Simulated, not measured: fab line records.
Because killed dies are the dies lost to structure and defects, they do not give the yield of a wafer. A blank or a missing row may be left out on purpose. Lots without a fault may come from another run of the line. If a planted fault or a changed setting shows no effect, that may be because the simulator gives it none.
Which tool was responsible? | flow sky130 | 11 lots, 33 wafers sampled, at 2 steps of a route of 708

## WHAT EACH GAUGE READ, for each wafer
SKY_METAL4_OVL_MEAS_14. Usual: for METAL4_OVL the level is -2 nm and the standard deviation is 4.9.
lot  | measured     | on         | METAL4_OVL (nm) | flag
L121 | day 41 22:56 | overlay-01 | 16 9 11         |
L122 | day 42 06:34 | overlay-01 | 1 0 5           |
L125 | day 42 22:47 | overlay-01 | -5 -6 -1        |
L131 | day 44 18:02 | overlay-01 | 7 -8 4          |
L136 | day 45 23:31 | overlay-01 | -11 -9 -7       |
L137 | day 46 09:13 | overlay-02 | -5 -3 -1        |
L138 | day 46 13:22 | overlay-01 | -8 -2 -15       |
L139 | day 47 03:23 | overlay-01 | 3 -1 -4         |
L141 | day 47 04:43 | overlay-01 | -5 -11 -4       |
L142 | day 47 05:20 | overlay-01 | -1 6 4          |
L144 | day 47 19:13 | overlay-02 | -3 5 4          |

## WHAT TOOL EACH LOT RAN ON (gives the tool, then ch and the chambers of the sampled wafers, and finally the start)
lot  | SKY_CAP2M_STRIP_14
L121 | plasma asher-01 ch 0,1, day 40 22:10
L122 | plasma asher-02 ch 0,1, day 41 06:01
L125 | plasma asher-04 ch 0,1, day 41 23:19
L131 | plasma asher-04 ch 0,1, day 43 18:55
L136 | plasma asher-02 ch 0,1, day 45 01:14
L137 | plasma asher-01 ch 0,1, day 45 10:55
L138 | plasma asher-02 ch 0,1, day 45 15:37
L139 | plasma asher-04 ch 0,1, day 46 05:55
L141 | plasma asher-01 ch 0, day 46 07:31
L142 | plasma asher-02 ch 0,1, day 46 07:49
L144 | plasma asher-02 ch 0,1, day 46 22:31
- SKY_CAP2M_STRIP_14: strips in O2/N2.

## WHAT THE TOOLS THEMSELVES READ (means of the sampled wafers that have a number; where no wafer has one, the mark that the record gives instead)
SKY_CAP2M_STRIP_14. Usual: drypump motor current A 5.9 A, standard deviation 0.43; o2 flow sccm 2998 sccm, standard deviation 9.5; oes product au 0.710 a.u., standard deviation 0.0048; strip time to endpoint s 12.66 s, standard deviation 0.05.
lot  | tool            | drypump motor current A (A) | o2 flow sccm (sccm) | oes product au (a.u.) | strip time to endpoint s (s) | flag
L121 | plasma asher-01 | 6.3                         | 2998                | 0.712                 | 12.73                        |
L122 | plasma asher-02 | 6.0                         | 2987                | 0.708                 | 12.63                        |
L125 | plasma asher-04 | 5.5                         | 3002                | 0.710                 | 12.71                        |
L131 | plasma asher-04 | 5.5                         | 2998                | 0.705                 | 12.72                        |
L136 | plasma asher-02 | 6.0                         | 2995                | 0.708                 | 12.64                        |
L137 | plasma asher-01 | 6.4                         | 2994                | 0.714                 | 12.65                        |
L138 | plasma asher-02 | 6.0                         | 2998                | 0.711                 | 12.63                        |
L139 | plasma asher-04 | 5.8                         | 2997                | 0.708                 | 12.64                        |
L141 | plasma asher-01 | 6.2                         | 3000                | 0.708                 | 12.60                        |
L142 | plasma asher-02 | 6.0                         | 3002                | 0.710                 | 12.58                        |
L144 | plasma asher-02 | 6.0                         | 2998                | 0.709                 | 12.65                        |

## THE ANSWER, worked out from the rows above alone
Rule: a lot counts as off when the mean over its wafers that have a number is more than 3 standard deviations away from the usual mean. Also off: a lot with no number at a reading for which 4 or more lots have one. Any other lot the step has rows for is counted as sound. First the gauges in route order, then the tools' own readings, where a lot's mean is used as printed above. At the first step where some lot is off, the reading lying furthest off is the one used; lots without a number count as furthest.
No lot is off on any of the readings shown, so nothing can be concluded from this.

## WHAT WAS PUT IN BY THE SIMULATOR
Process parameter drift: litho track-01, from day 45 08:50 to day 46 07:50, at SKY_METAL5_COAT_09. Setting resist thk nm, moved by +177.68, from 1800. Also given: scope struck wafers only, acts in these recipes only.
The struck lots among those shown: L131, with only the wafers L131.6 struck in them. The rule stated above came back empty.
